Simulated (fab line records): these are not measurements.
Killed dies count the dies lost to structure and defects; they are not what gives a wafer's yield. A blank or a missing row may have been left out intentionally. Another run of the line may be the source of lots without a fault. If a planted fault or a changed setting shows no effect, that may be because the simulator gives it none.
A struck lot beside a sound one / flow gf180mcu / 18 steps out of a route of 602
Sound: the wafers L380.1, L380.3, L380.5. Wafers L395.2, L395.3, L395.6 were the ones struck. At the end, the cause is stated.
Each step with rows lists, per side, the tool, then ch with its chambers, then its first start. Under that, the readings that differ: sound wafers / struck wafers / difference of the means / sigmas: that difference in standard deviations of wafers without a fault.
alike: readings whose means differ by less than 2 such deviations, and words and numbers that are the same on both sides. not compared: withheld readings, readings that some wafer has no value for, bounds like >300 that may hide the same value, and numbers for which the record gives no deviation and whose values overlap.
A row with sigmas, a row that says differs or no value, or rows on one side alone: a step with any of these is where the two part. Non-overlapping numbers with no deviation appear without sigmas and do not part them. Lack of a reading on every wafer of one side parts them only where that side has two or more wafers.

first, 3 steps without rows for these wafers: GF_V1_EXPOSE_11 (exposes mask Via1, target cd 260 nm); GF_V1_PEB_12 (peb time 90 s); GF_V1_DEVELOP_13 (develop time 60 s).
GF_V1_CD_MEAS_14: target cd 260 nm.
  sound on cd-sem-02, day 18 18:50; struck on cd-sem-01, day 24 01:06
  alike: cd-nm
GF_V1_OVL_MEAS_15:
  sound on overlay-01, day 18 18:57; struck on overlay-02, day 24 01:12
  alike: V1_OVL
GF_V1_ETCH_16: etches BARC in N2/H2.
  sound on rie-diel-04 ch 1,3, day 18 18:59; struck on rie-diel-01 ch 0,1,3, day 24 01:14
  alike: chamber-pressure-mTorr, drypump-motor-current-A, n2-flow-sccm, oes-product-au, throttle-valve-pct
GF_V1_ETCH_17: etches SiO2 in C4F8/O2/Ar, stops on TiN, target depth 630 nm.
  sound on rie-diel-04 ch 1,3; struck on rie-diel-01 ch 0,1,3
  alike: chamber-pressure-mTorr, oes-product-au
GF_V1_STRIP_18: strips in O2/N2.
  sound on plasma-asher-01 ch 0, day 18 19:07; struck on plasma-asher-04 ch 0,1, day 24 01:22
  alike: chamber-pressure-mTorr, drypump-motor-current-A, heater-power-w, n2-flow-sccm, oes-product-au
  not compared: rf-hours-counter-h
then, 3 steps without rows for these wafers: GF_V1_STRIP_19 (strips in post etch residue remover, time 1200 s); GF_V1_CLEAN_20 (cleans in DIW); GF_V1_SPUTTER_21 (material Ti, target thk 15 nm, time 80.02 s).
GF_V1_SPUTTER_22: material TiN, target thk 10 nm, time 40 s.
  sound on pvd-sputter-03, day 18 19:45; struck on pvd-sputter-01, day 24 01:57
  alike: throttle-valve-pct
GF_V1_CVD_23: deposits W, target thk 350 nm, time 105.05 s.
  sound on cvd-w-02 ch 0,1, day 18 19:47; struck on cvd-w-02 ch 0,1, day 24 01:59
reading=model.W_of_V1_CVD_23.thk-nm (nm); sound=347.7 352.9 346.4; struck=516.9 530 530.3; difference=+176.7; sigmas=
  alike: heater-power-w
GF_V1_RS_MEAS_24: the measuring method here is four-point-probe.
  sound on film-metro-04, day 18 19:54; struck on film-metro-03, day 24 02:08
reading=V1_W_RS (ohm/sq); sound=0.330 0.325 0.330; struck=0.221 0.216 0.216; difference=-0.111; sigmas=-19
GF_V1_THK_MEAS_25: measures by xrf.
  sound on film-metro-04, day 18 20:01; struck on film-metro-03, day 24 02:14
reading=V1_W_THK (nm); sound=363 368 362; struck=540 557 557; difference=+187; sigmas=+27
GF_V1_CMP_26: polishes, stops on SiO2, t overpolish 15 s, target thk 0 nm.
  sound on cmp-02 ch 0,2, day 18 20:05; struck on cmp-02 ch 1,2,3, day 24 02:17
reading=time-to-endpoint-s (s); sound=95 97 96; struck=126 133 130; difference=+34; sigmas=+7
  alike: motor-current-A
GF_M2_SPUTTER_00: material Ti, target thk 37.5 nm, time 150 s.
  sound on pvd-sputter-01, day 18 20:23; struck on pvd-sputter-04, day 24 02:35
  alike: throttle-valve-pct
GF_PASSIVATION_PROBE_99:
  sound wafers here have rows in the record (prober-02, day 29 12:22); struck ones have none

== WHERE THEY PART ==
Last at GF_PASSIVATION_PROBE_99 as far as this record goes, first at GF_V1_RS_MEAS_24.

WHY: what the simulator had put in
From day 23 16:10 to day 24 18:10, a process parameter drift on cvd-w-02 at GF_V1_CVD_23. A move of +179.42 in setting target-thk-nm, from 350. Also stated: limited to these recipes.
